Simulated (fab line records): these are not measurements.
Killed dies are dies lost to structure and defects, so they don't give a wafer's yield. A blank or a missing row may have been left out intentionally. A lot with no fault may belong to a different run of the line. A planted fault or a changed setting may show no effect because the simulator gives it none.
Matching of chambers | flow sky130 | 4 sister chambers for SKY_PAD_OPEN_ETCH_07 on rie diel-02
The step etches the open film in CF4/O2, stops on AlCu, target depth 725 nm, time 161.1 s. 18 wafers are shown with their chamber, then 9 later ones without.

## WAFERS WITH THEIR CHAMBER
wafer  | chamber | rf fwd power W (W) | throttle valve pct (%) | oes product au (a.u.)
L074.1 | 3       | 798.7              | 5.960                  | 0.973
L074.3 | 1       | 798.6              | 5.960                  | 0.978
L074.4 | 2       | 798.2              | 5.971                  | 0.988
L077.1 | 2       | 799.3              | 5.959                  | 0.979
L077.5 | 2       | 794.5              | 5.977                  | 0.992
L077.6 | 1       | 797.6              | 5.953                  | 0.989
L080.1 | 1       | 796.1              | 5.969                  | 0.979
L080.3 | 0       | 795.0              | 5.988                  | 0.969
L080.4 | 3       | 802.0              | 5.965                  | 0.993
L081.1 | 1       | 798.4              | 5.981                  | 0.977
L081.3 | 2       | 801.2              | 5.982                  | 0.971
L081.4 | 2       | 800.8              | 5.958                  | 0.987
L086.2 | 1       | 798.4              | 5.969                  | 0.977
L086.4 | 0       | 792.5              | 5.966                  | 0.978
L086.5 | 2       | 798.8              | 5.965                  | 0.986
L087.1 | 3       | 796.7              | 5.960                  | 0.972
L087.3 | 2       | 794.9              | 5.960                  | 0.977
L087.5 | 2       | 797.8              | 5.967                  | 0.973

SIGNATURES, as means of the wafers listed above
reading            | chamber 0 | chamber 1 | chamber 2 | chamber 3 | scatter within a chamber
rf fwd power W     | 793.750   | 797.820   | 798.188   | 799.133   | 2.13
throttle valve pct | 5.97700   | 5.96640   | 5.96737   | 5.96167   | 0.00943
oes product au     | 0.97350   | 0.98000   | 0.98162   | 0.97933   | 0.00773
Rule: distance of a wafer from a chamber = root of the sum over the readings of ((wafer's reading minus chamber's mean) / reading's scatter) squared. The wafer belongs to the nearest chamber; if the next one is less than 2 further off, it can't be placed. The scatter is the square root of a quotient: the sum, over the shown wafers, of each reading's squared deviation from its chamber's mean, divided by wafers minus chambers.

## WAFERS MISSING THEIR CHAMBER
wafer  | rf fwd power W (W) | throttle valve pct (%) | oes product au (a.u.)
L092.3 | 800.0              | 5.971                  | 0.970
L092.4 | 792.0              | 5.992                  | 0.974
L092.5 | 793.9              | 5.959                  | 0.972
L093.1 | 794.4              | 5.967                  | 0.975
L093.2 | 795.8              | 5.978                  | 0.983
L093.5 | 798.1              | 5.956                  | 0.978
L094.1 | 801.1              | 5.963                  | 0.978
L094.5 | 797.3              | 5.972                  | 0.974
L094.6 | 798.2              | 5.971                  | 0.984

## EACH ONE'S CHAMBER
wafer  | from the rows above               | in truth
L092.3 | can't be placed: 3 or 1 or 2 or 0 | 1
L092.4 | 0                                 | 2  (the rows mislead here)
L092.5 | can't be placed: 0 or 1 or 2 or 3 | 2
L093.1 | can't be placed: 0 or 1 or 2 or 3 | 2
L093.2 | can't be placed: 0 or 2 or 1 or 3 | 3
L093.5 | can't be placed: 3 or 1 or 2      | 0
L094.1 | can't be placed: 3 or 2 or 1      | 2
L094.5 | can't be placed: 1 or 2 or 3 or 0 | 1
L094.6 | can't be placed: 2 or 1 or 3      | 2
Correct placement for 0 of the 9. Cannot be placed on the basis of these rows: 8; the candidates contain the true chamber in 7. Number placed wrongly: 1.
